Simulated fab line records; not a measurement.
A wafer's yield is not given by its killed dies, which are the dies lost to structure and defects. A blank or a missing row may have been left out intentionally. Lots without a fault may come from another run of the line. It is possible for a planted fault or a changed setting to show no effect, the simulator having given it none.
8D (eight disciplines) problem report, filled in by code + flow gf180mcu + the parts of the form that need people (team, actions taken, sign-off) are left out

1. THE ISSUE
Wafers without a fault read 140.41, standard deviation 0.17; exposure-dose-mJ-cm2 at GF_NSD_EXPOSE_04 reads a mean of 137.97 on 6 wafers belonging to 2 lots. That is -14 standard deviations from the usual mean.
The step: exposes mask Nplus, target cd 400 nm.
First seen on wafer L953.1, day 19 12:18, on iline-stepper-01. The record has a number at this step for 42 wafers belonging to 14 lots. By rule, "out" or "out of limits" means more than 4 standard deviations away from the usual mean. All remaining wafers that have a number are taken as sound.

2. WHAT IT IS; WHAT IT IS NOT
| question                    | is                     | is not                                                                 |
|-----------------------------|------------------------|------------------------------------------------------------------------|
| which readings at this step | exposure-dose-mJ-cm2   | -                                                                      |
| which lots                  | L953, L954             | L934, L935, L936, L937, L938, L939, L940, L941, L942, L943, L944, L955 |
| which wafers of those lots  | all that have a number | -                                                                      |
| read on which tools         | iline-stepper-01       | iline-stepper-02                                                       |
| when                        | from day 19 12:18      | up to then (33 sound wafers); but 3 sound wafers of L955 came after    |

3. THE SUSPECTS, EACH WITH WHAT RULES IT OUT
Counting: any tool at a process step up to the reading is kept as a suspect provided that every lot that is out went through it and no sound lot did after the first of them.
- iline-stepper-01 at GF_NSD_EXPOSE_04 (exposes mask Nplus, target cd 400 nm): kept. All lots that are out passed through it, beginning with L953 at day 19 12:18, and no sound lot followed; its final sound lot before that point was L944 at day 16 07:17. Its own readings are out on those wafers: exposure-dose-mJ-cm2.
Left after counting: iline-stepper-01 at GF_NSD_EXPOSE_04.

4. THE CAUSE (what the simulator had put in)
Process parameter drift: iline-stepper-01, from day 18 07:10 on, at GF_NSD_EXPOSE_04. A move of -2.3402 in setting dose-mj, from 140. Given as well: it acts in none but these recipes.
The count eliminated every tool but this one.

5. THE CHAIN OF EFFECTS, in route order
Each row: a reading where the mean over the struck wafers with a number is more than 3 standard deviations away from the usual. Readings are gone through only where the record gives a usual standard deviation; hours: the median, over the lots, of the time from a lot's start at the first step in this table giving one to that lot's start at this step; sigmas: the change measured in usual standard deviations.
| hours | step             | reading              | usual  | on struck wafers | change | sigmas |
|-------|------------------|----------------------|--------|------------------|--------|--------|
| 0     | GF_NSD_EXPOSE_04 | exposure-dose-mJ-cm2 | 140.41 | 137.97           | -2.44  | -14    |
Process steps it contains:
- GF_NSD_EXPOSE_04: exposes mask Nplus, target cd 400 nm.
At these later measuring or inspecting steps, every struck wafer for which the step has a row has a number for every such reading, and none has moved that far: GF_V1_OVL_MEAS_15.

6. WHAT WOULD HAVE CAUGHT IT SOONER
In this record the first reading out of limits was taken at day 19 12:18, 29 hours after the fault began at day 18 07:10.
